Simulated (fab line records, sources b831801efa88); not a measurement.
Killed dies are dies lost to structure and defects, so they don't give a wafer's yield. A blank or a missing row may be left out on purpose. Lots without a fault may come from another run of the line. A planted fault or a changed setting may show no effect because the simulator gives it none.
A struck lot beside a sound one | flow gf180mcu | 14 steps out of a route of 602
Sound: wafers L108.1, L108.3, L108.4. Struck: wafers L123.3, L123.5, L123.6. The cause comes at the end.
At each step with rows: each side's tool, then ch and its chambers, then its first start. Under that, the readings that differ: sound wafers | struck wafers | difference of the means | sigmas: that difference in standard deviations of wafers without a fault.
alike: readings whose means differ by less than 2 such deviations, and words and numbers that are the same on both sides. not compared: withheld readings, readings that some wafer has no value for, bounds like >300 that may hide the same value, and numbers for which the record gives no deviation and whose values overlap.
The two part at a step that has a row with sigmas, a row that says differs or no value, or rows on one side only. Numbers that don't overlap but have no deviation are shown without sigmas and don't part them. A reading that every wafer of one side lacks parts them only if that side has two wafers or more.

first, 1 step without rows for these wafers: GF_V1_CVD_00 (deposits SiO2, target thk 600 nm, time 100 s).
GF_V1_THK_MEAS_01:
  sound on film_metro-01, day 19 17:51; struck on film_metro-04, day 24 09:19
  alike: V1_CVD_00_THK
GF_V1_CVD_02: deposits SiO2 from TEOS, target thk 850 nm, time 94.851 s.
  sound on pecvd-01 ch 0,1, day 19 17:55; struck on pecvd-04 ch 1,2, day 24 09:22
  alike: heater_power_w
GF_V1_THK_MEAS_03:
  sound on film_metro-01, day 19 17:59; struck on film_metro-01, day 24 09:27
  alike: V1_CVD_02_THK
GF_V1_CMP_04: polishes SiO2.
  sound on cmp-01 ch 0,2,3, day 19 18:02; struck on cmp-01 ch 0,1,2, day 24 09:35
  alike: motor_current_A, time_to_endpoint_s
GF_V1_BOW_MEAS_05:
  sound on film_metro-01, day 19 18:20; struck on film_metro-03, day 24 09:50
  alike: V1_BOW
then, 6 steps without rows for these wafers: GF_V1_DEHYDRATE_06 (time 60 s); GF_V1_HMDS_07 (prime time 60 s); GF_V1_COAT_08; GF_V1_COAT_09 (resist thk 1000 nm); GF_V1_SOFTBAKE_10 (time 60 s); GF_V1_EXPOSE_11 (exposes mask Via1, target cd 260 nm).
GF_V1_PEB_12: peb time 90 s.
  sound on litho_track-02 ch 0, day 20 15:49; struck on litho_track-04, day 25 08:17
  no value came back on the struck wafers for chill_plate_temp_C (C), exhaust_pa (Pa); on the sound wafers chill_plate_temp_C (C) reads 22.89 22.96 22.93
then, 1 step without rows for these wafers: GF_V1_DEVELOP_13 (develop time 60 s).

WHERE THEY PART
Only at GF_V1_PEB_12, within this record.

WHY: what the simulator had put in
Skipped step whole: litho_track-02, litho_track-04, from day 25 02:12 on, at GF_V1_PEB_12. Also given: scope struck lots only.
